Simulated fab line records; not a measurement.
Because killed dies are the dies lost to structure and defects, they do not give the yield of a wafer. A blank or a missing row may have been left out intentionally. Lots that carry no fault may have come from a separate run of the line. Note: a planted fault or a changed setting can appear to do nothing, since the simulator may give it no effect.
The same fault as seen by 2 desks    flow gf180mcu    what lay behind the numbers comes last; until then each desk has only its own

== DESK OF THE TOOL OWNER: litho-track-03 ==
The tool's own readings at GF_M4_PEB_12 (peb time 90 s): means of the sampled wafers that have a number, for each lot that ran on this tool. The brackets show how far a lot's mean lies from the usual mean; more than 4 standard deviations puts the lot out of limits, marked OUT.
Columns: A = heater-power-total-W at GF_M4_PEB_12, usual 85.70 W
lot   first seen here  A
L980  day 26 08:52     85.78
L987  day 28 19:59     85.95
L988  day 28 20:19     86.29 (+7.2) OUT
This desk's verdict: out of limits on L988, starting with L988 at day 28 20:19 (heater-power-total-W at GF_M4_PEB_12). In limits: L980, L987.

== METROLOGY DESK ==
What the gauges read, lot by lot, whatever tool the lot ran on: means of the sampled wafers that have a number. The brackets show how far a lot's mean lies from the usual mean; more than 4 standard deviations puts the lot out of limits, marked OUT.
Columns: A = V3_CVD_00_THK at GF_V3_THK_MEAS_01, usual 602 nm; B = V4_CVD_00_THK at GF_V4_THK_MEAS_01, usual 600 nm
lot   first seen here  A    B
L972  day 21 05:39     602  610
L973  day 21 18:37     602  593
L974  day 22 03:08     593  598
L975  day 22 12:10     589  598
L976  day 23 08:27     603  603
L977  day 23 14:01     590  597
L978  day 24 05:19     604  603
L979  day 24 10:59     603  607
L980  day 24 12:21     602  602
L985  day 26 01:10     598  595
L987  day 27 02:40     597  596
L988  day 27 03:00     608  599
L992  day 28 02:00     604  601
L994  day 28 14:02     605  596
Finding of this desk: none of the 14 lots has anything out of limits.

== ALL TOGETHER ==
On L988, at day 28 20:19, an alarm was possible from the tool owner's desk.
At the metrology desk, nothing out of limits was observed.
The metrology desk holds a record of L988, inside its limits.
GF_M4_PEB_12 was run on litho-track-03 by each of the lots named.

== WHAT WAS PUT IN BY THE SIMULATOR ==
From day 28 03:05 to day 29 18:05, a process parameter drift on litho-track-03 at GF_M4_PEB_12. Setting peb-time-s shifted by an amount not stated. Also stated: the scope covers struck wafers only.
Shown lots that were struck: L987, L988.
Delay in hours, fault start to first out-of-limits reading, by desk: the tool owner's desk at 17.
